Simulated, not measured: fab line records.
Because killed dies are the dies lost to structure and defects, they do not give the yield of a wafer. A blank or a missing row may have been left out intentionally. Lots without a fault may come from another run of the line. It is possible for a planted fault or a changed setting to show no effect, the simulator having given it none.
Struck lot and sound lot, side by side ; flow sky130 ; 44 out of 708 route steps
Sound: these wafers, L797.1, L797.2, L797.3. The struck wafers were L808.1, L808.4, L808.5. Last of all comes the cause.
For every step that has rows: the tool of each side, followed by ch and its chambers, followed by its first start. Under that, the readings that differ: sound wafers ; struck wafers ; difference of the means ; sigmas: that difference in standard deviations of wafers without a fault.
alike: readings whose means differ by less than 2 such deviations, and words and numbers that are the same on both sides. not compared: withheld readings, readings that some wafer has no value for, bounds like >300 that may hide the same value, and numbers for which the record gives no deviation and whose values overlap.
Wherever a step has rows on one side only, a row that says differs or no value, or a row with sigmas, the two part there. Non-overlapping numbers with no deviation appear without sigmas and do not part them. A reading that every wafer of one side lacks parts them only if that side has two wafers or more.

SKY_VIA2_SPUTTER_20: material TiN, target thk 20 nm, time 80 s.
  struck on pvd sputter-04, day 42 02:02; sound on pvd sputter-03, day 37 07:50
  alike: throttle valve pct
then, 1 step without rows for these wafers: SKY_VIA2_CVD_21 (deposits W, target thk 420 nm, time 126.4 s).
SKY_VIA2_RS_MEAS_22: the measuring method here is four-point-probe.
  struck on film metro-02, day 42 02:14; sound on film metro-02, day 37 08:01
  alike: VIA2_W_RS
SKY_VIA2_THK_MEAS_23: measures by xrf.
  struck on film metro-02, day 42 02:21; sound on film metro-02, day 37 08:08
  alike: VIA2_W_THK
then, 2 steps without rows for these wafers: SKY_VIA2_CMP_24 (polishes, stops on SiO2, t overpolish 20 s, target thk 0 nm); SKY_METAL3_SPUTTER_00 (material Ti, target thk 15 nm, time 10 s).
SKY_METAL3_SPUTTER_01: material TiN, target thk 20 nm, time 16.7 s.
  struck on pvd sputter-02, day 42 02:44; sound on pvd sputter-04, day 37 08:31
  alike: throttle valve pct
SKY_METAL3_SPUTTER_02: material AlCu, target thk 735 nm, time 39.1 s.
  struck on pvd sputter-02, day 42 02:46; sound on pvd sputter-04, day 37 08:33
  alike: throttle valve pct
SKY_METAL3_SPUTTER_03: material Ti, target thk 5 nm, time 3.3 s.
  struck on pvd sputter-02, day 42 02:48; sound on pvd sputter-04, day 37 08:35
  alike: throttle valve pct
then, 2 steps without rows for these wafers: SKY_METAL3_SPUTTER_04 (material TiN, target thk 70 nm, time 58.3 s); SKY_CAPM_CVD_00 (deposits SiO2, target thk 15.5 nm).
SKY_CAPM_THK_MEAS_01:
  struck on film metro-02, day 42 02:53; sound on film metro-01, day 37 08:40
reading;sound;struck;difference;sigmas
CAPM_CVD_00_THK (nm);15.32 15.50 15.50;15.84 16.06 15.86;+0.48;+2
SKY_CAPM_SPUTTER_02: material TiN, target thk 200 nm, time 166.7 s.
  struck on pvd sputter-03, day 42 02:57; sound on pvd sputter-03, day 37 08:44
reading;sound;struck;difference;sigmas
model.TiN_of_CAPM_SPUTTER_02.thk nm (nm);197.1 198.1 198.8;186 185.7 186.1;-12;
  alike: throttle valve pct
SKY_CAPM_RS_MEAS_03: the measuring method here is four-point-probe.
  struck on film metro-02, day 42 03:03; sound on film metro-02, day 37 08:50
reading;sound;struck;difference;sigmas
CAPM_TIN_RS (ohm/sq);7.03 6.99 6.97;7.44 7.45 7.44;+0.45;+6
SKY_CAPM_THK_MEAS_04: measures by xrf.
  struck on film metro-02, day 42 03:10; sound on film metro-02, day 37 08:58
reading;sound;struck;difference;sigmas
CAPM_TIN_THK (nm);197.9 198.0 198.6;186.7 186.2 186.9;-11.6;-5
then, 7 steps without rows for these wafers: SKY_CAPM_DEHYDRATE_05 (time 60 s); SKY_CAPM_HMDS_06 (prime time 60 s); SKY_CAPM_COAT_07 (resist thk 1140 nm); SKY_CAPM_SOFTBAKE_08 (time 60 s); SKY_CAPM_EXPOSE_09 (exposes mask CAPM, target cd 1000 nm); SKY_CAPM_PEB_10; SKY_CAPM_DEVELOP_11 (develop time 60 s).
SKY_CAPM_OVL_MEAS_12:
  struck on overlay-02, day 43 01:26; sound on overlay-02, day 38 10:44
  alike: CAPM_OVL
SKY_CAPM_METAL_ETCH_13: etches TiN in Cl2/BCl3, stops on SiO2, target depth 220 nm, time 62.9 s.
  sound on rie metal-04 ch 0,1, day 38 10:47; struck on rie metal-04 ch 0,1, day 43 01:29
reading;sound;struck;difference;sigmas
oes product au (a.u.);0.928 0.934 0.939;0.903 0.910 0.901;-0.029;-4
throttle valve pct (%);21.906 21.923 21.898;21.934 21.940 21.919;+0.022;+2
  alike: drypump motor current A
  not compared: rf hours counter h
SKY_CAPM_STRIP_14: strips in O2/N2.
  sound on plasma asher-01 ch 0,1, day 38 10:51; struck on plasma asher-01 ch 0,1, day 43 01:33
  alike: drypump motor current A, oes product au, strip time to endpoint s
  not compared: rf hours counter h
then, 11 steps without rows for these wafers: SKY_CAPM_STRIP_15 (strips in post etch residue remover, time 1200 s); SKY_CAPM_CLEAN_16 (cleans in IPA, time 180 s); SKY_CAPM_CLEAN_17 (cleans in O3/DIW); SKY_METAL3_DEHYDRATE_05 (time 60 s); SKY_METAL3_HMDS_06 (prime time 60 s); SKY_METAL3_COAT_07 (resist thk 60 nm); SKY_METAL3_COAT_08 (resist thk 1140 nm); SKY_METAL3_SOFTBAKE_09 (time 90 s); SKY_METAL3_EXPOSE_10 (exposes mask MM3, target cd 300 nm); SKY_METAL3_PEB_11; SKY_METAL3_DEVELOP_12 (develop time 60 s).
SKY_METAL3_CD_MEAS_13 targets a cd of 300 nm.
  struck on cd sem-01, day 44 00:41; sound on cd sem-02, day 39 12:47
  alike: cd nm
SKY_METAL3_OVL_MEAS_14:
  struck on overlay-01, day 44 00:49; sound on overlay-02, day 39 12:55
  alike: METAL3_OVL
then, 4 steps without rows for these wafers: SKY_METAL3_DESCUM_15 (chemistry O2, time 8 s); SKY_METAL3_ETCH_16 (etches BARC in N2/H2, stops on SiO2, time 88.2 s, target depth 60 nm); SKY_METAL3_ETCH_17 (etches SiO2 in C4F8/O2/Ar, stops on TiN, time 3.9 s, target depth 15 nm); SKY_METAL3_METAL_ETCH_18 (etches the open film in Cl2/BCl3, stops on SiO2, target depth 845 nm, time 183.1 s).
SKY_METAL3_STRIP_20: strips in post etch residue remover, time 1200 s.
  sound on wet bench-02 ch 2, day 39 13:22; struck on wet bench-03 ch 0, day 44 01:16
reading;sound;struck;difference;sigmas
model.TiN_of_CAPM_SPUTTER_02.thk nm (nm);196.3 197.3 197.9;185.2 184.9 185.2;-12.1;
  alike: temp c
-- the record jumps here: 6 days lie between the struck wafers' starts before and after (it left off in module METAL3 and takes up again in module PAD_OPEN, whose first step shown is number 708 of the route) --
SKY_PAD_OPEN_PROBE_99:
  struck on prober-01, day 50 05:58; sound on prober-01, day 46 15:04
reading;sound;struck;difference;sigmas
model.etest.cap mim.plate ohm sq;6.07 6.103 6.042;6.46 6.495 6.389;+0.38;
  alike: defect limited yield, killed_at_M0_to_M3, killed_at_M4_up, killed at contacts, killed at front end, killed at other, killed dies, killed open, killed short, sort_bin_3_pad_short, sort_bin_5_function, sort_bin_6_memory, sort n pass, sort yield pct
  not compared: model.etest.cap mim.leak log10 a cm2

## WHERE THEY PART
At SKY_CAPM_THK_MEAS_01 first; at SKY_CAPM_METAL_ETCH_13 last (within this record only). Later steps at which nothing parts them and some readings are alike: SKY_CAPM_STRIP_14, SKY_METAL3_CD_MEAS_13, SKY_METAL3_OVL_MEAS_14, SKY_METAL3_STRIP_20, SKY_PAD_OPEN_PROBE_99.

WHY: whatever the simulator had introduced
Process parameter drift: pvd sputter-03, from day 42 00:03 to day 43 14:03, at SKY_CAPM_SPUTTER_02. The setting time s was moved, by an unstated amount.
